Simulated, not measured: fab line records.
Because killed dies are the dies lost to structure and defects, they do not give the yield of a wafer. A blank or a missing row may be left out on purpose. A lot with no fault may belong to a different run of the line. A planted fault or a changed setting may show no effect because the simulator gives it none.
Which tool did it? + flow sky130 + 38 wafers from 13 lots sampled at 5 of the route's 708 steps

== WHAT THE GAUGES SHOWED, per wafer ==
SKY_VT_ADJUST_HVTP_TW_MEAS_11. Usual: VT_ADJUST_HVTP_TW typically reads 1361, with standard deviation 6.3.
| lot  | measured     | on            | VT_ADJUST_HVTP_TW | flag |
|------|--------------|---------------|-------------------|------|
| L979 | day 6 02:41  | film-metro-02 | 1364 1362 1356    |      |
| L981 | day 6 12:32  | film-metro-04 | 1366 1369 1369    |      |
| L982 | day 6 15:56  | film-metro-01 | 1371 1380 1362    |      |
| L983 | day 7 00:54  | film-metro-04 | 1359 1359 1363    |      |
| L984 | day 7 09:14  | film-metro-02 | 1356 1351 1346    |      |
| L985 | day 7 15:11  | film-metro-04 | 1364 1358 1365    |      |
| L986 | day 8 00:11  | film-metro-02 | 1356 1361 1358    |      |
| L989 | day 8 13:43  | film-metro-04 | 1366 1362 1367    |      |
| L991 | day 9 07:43  | film-metro-04 | 1371 1366 1364    |      |
| L992 | day 9 11:19  | film-metro-02 | 1362 1355 1354    |      |
| L993 | day 9 21:00  | film-metro-01 | 1362 1363         |      |
| L994 | day 10 04:53 | film-metro-04 | 1370 1369 1361    |      |
| L995 | day 10 09:38 | film-metro-04 | 1371 1372 1366    |      |

SKY_VT_ADJUST_NCORE_CD_MEAS_07: the cd target is 380 nm. Usual: cd-nm at 380.3 nm, with a standard deviation of 2.6.
| lot  | measured     | on        | cd-nm (nm)                          | flag |
|------|--------------|-----------|-------------------------------------|------|
| L979 | day 8 14:01  | cd-sem-02 | 380.7 381.0 379.8                   |      |
| L981 | day 9 01:10  | cd-sem-02 | 375.9 377.7 375.0                   |      |
| L982 | day 9 04:44  | cd-sem-01 | 378.6 379.1 378.4                   |      |
| L983 | day 9 15:22  | cd-sem-01 | 377.8 377.5 378.1                   |      |
| L984 | day 10 00:43 | cd-sem-01 | 380.5 379.2 381.8                   |      |
| L985 | day 10 07:43 | cd-sem-02 | 380.1 380.4 378.5                   |      |
| L986 | day 10 17:25 | cd-sem-01 | 377.0 377.0 377.0                   |      |
| L989 | day 11 08:07 | cd-sem-02 | 374.1 373.0 372.9                   |      |
| L991 | day 12 04:33 | cd-sem-01 | 379.9 381.6 382.8                   |      |
| L992 | day 12 10:07 | cd-sem-02 | 382.8 380.7 382.4                   |      |
| L993 | day 12 18:11 | cd-sem-02 | 349.6 379.4 349.5 378.9             | OFF  |
| L994 | day 13 02:47 | cd-sem-02 | 350.6 380.0 379.5 351.3 379.6 379.2 | OFF  |
| L995 | day 13 10:07 | cd-sem-02 | 351.6 351.4 380.8 351.2 351.1 380.3 | OFF  |

SKY_POLY_GATE_THK_MEAS_04. Usual: POLY_GATE_CVD_03_THK typically reads 74.7 nm, with standard deviation 0.64.
| lot  | measured     | on            | POLY_GATE_CVD_03_THK (nm) | flag |
|------|--------------|---------------|---------------------------|------|
| L979 | day 14 23:46 | film-metro-01 | 74.6 74.3 74.6            |      |
| L981 | day 15 15:52 | film-metro-02 | 75.4 75.8 75.5            |      |
| L982 | day 15 21:34 | film-metro-04 | 74.4 75.4 74.8            |      |
| L983 | day 16 10:17 | film-metro-01 | 74.2 74.1 74.3            |      |
| L984 | day 16 22:39 | film-metro-02 | 74.2 74.9 74.8            |      |
| L985 | day 18 06:17 | film-metro-04 | 74.4 74.0 74.2            |      |
| L986 | day 18 06:16 | film-metro-01 | 75.8 75.2 75.8            |      |
| L989 | day 18 18:40 | film-metro-01 | 74.7 74.8 74.2            |      |
| L991 | day 19 17:34 | film-metro-02 | 74.5 75.5 74.7            |      |
| L992 | day 19 21:05 | film-metro-01 | 74.6 75.2 75.4            |      |
| L993 | day 20 12:37 | film-metro-01 | 75.1 75.8                 |      |
| L994 | day 20 19:59 | film-metro-02 | 74.7 74.6 75.0            |      |
| L995 | day 21 01:46 | film-metro-04 | 75.5 75.0 74.2            |      |

SKY_LDD_P_OVL_MEAS_08. Usual: LDD_P_OVL typically reads -0.9 nm, with standard deviation 1.3.
| lot  | measured     | on         | LDD_P_OVL (nm) | flag |
|------|--------------|------------|----------------|------|
| L979 | day 18 14:47 | overlay-02 | 1.6 0.1 -0.1   |      |
| L981 | day 19 09:59 | overlay-02 | 0.6 0.3 0.3    |      |
| L982 | day 19 18:07 | overlay-01 | 0.5 0.7 0.3    |      |
| L983 | day 20 08:10 | overlay-02 | -2.4 -1.1 -0.2 |      |
| L984 | day 20 20:42 | overlay-01 | -1.0 -2.0 -2.9 |      |
| L985 | day 22 04:43 | overlay-01 | -3.1 -2.1 0.3  |      |
| L986 | day 22 09:04 | overlay-02 | 1.4 -0.5 0.0   |      |
| L989 | day 22 22:55 | overlay-01 | -1.1 -1.5 -1.5 |      |
| L991 | day 23 17:58 | overlay-02 | -0.8 0.4 -2.1  |      |
| L992 | day 23 18:56 | overlay-01 | -0.2 -0.9 -2.8 |      |
| L993 | day 24 10:10 | overlay-02 | -0.8 -1.1      |      |
| L994 | day 24 17:25 | overlay-02 | 1.7 -0.8 0.7   |      |
| L995 | day 24 22:33 | overlay-02 | -1.1 0.3 1.3   |      |

== EACH LOT AND THE TOOL THAT RAN IT (in order: tool; ch and the chambers of the sampled wafers; start) ==
| lot  | SKY_VT_ADJUST_NCORE_EXPOSE_04       |
|------|-------------------------------------|
| L979 | iline-stepper-02 ch 0, day 8 03:54  |
| L981 | iline-stepper-02 ch 0, day 8 14:52  |
| L982 | iline-stepper-02 ch 0, day 8 18:16  |
| L983 | iline-stepper-01 ch 0, day 9 04:32  |
| L984 | iline-stepper-02 ch 0, day 9 13:48  |
| L985 | iline-stepper-01 ch 0, day 9 21:04  |
| L986 | iline-stepper-01 ch 0, day 10 06:26 |
| L989 | iline-stepper-02 ch 0, day 10 20:37 |
| L991 | iline-stepper-02 ch 0, day 11 16:57 |
| L992 | iline-stepper-01 ch 0, day 11 22:10 |
| L993 | iline-stepper-01 ch 0, day 12 06:38 |
| L994 | iline-stepper-01 ch 0, day 12 15:05 |
| L995 | iline-stepper-01 ch 0, day 12 21:16 |
- SKY_VT_ADJUST_NCORE_EXPOSE_04: exposes mask LVTN COMPLEMENT THIN, target cd 380 nm.

== WHAT THE TOOLS THEMSELVES READ (means of the sampled wafers that have a number; where no wafer has one, the mark that the record gives instead) ==
The record holds no such reading with a usual standard deviation.

== THE ANSWER, worked out from the rows above alone ==
Rule: lot off if the mean of its wafers having a number is beyond 3 standard deviations from the usual mean. Also off: a lot with no number at a reading for which 4 or more lots have one. The other lots that the step has rows for count as sound. First the gauges in route order, then the tools' own readings, where a lot's mean is used as printed above. At the first step where some lot is off, the reading lying furthest off is the one used; lots without a number count as furthest.
Off: L993, L994, L995 (SKY_VT_ADJUST_NCORE_CD_MEAS_07, cd-nm).
If a tool, at a process step before that reading, ran all the lots that are off and no sound lot after the first of them, it fits. Those tools and the gauges at SKY_VT_ADJUST_NCORE_CD_MEAS_07 are tried in the same way. 2 tools fit, iline-stepper-01 at SKY_VT_ADJUST_NCORE_EXPOSE_04 and cd-sem-02 at SKY_VT_ADJUST_NCORE_CD_MEAS_07, so this cannot tell which one it is.

== WHAT HAD BEEN PUT IN BY THE SIMULATOR ==
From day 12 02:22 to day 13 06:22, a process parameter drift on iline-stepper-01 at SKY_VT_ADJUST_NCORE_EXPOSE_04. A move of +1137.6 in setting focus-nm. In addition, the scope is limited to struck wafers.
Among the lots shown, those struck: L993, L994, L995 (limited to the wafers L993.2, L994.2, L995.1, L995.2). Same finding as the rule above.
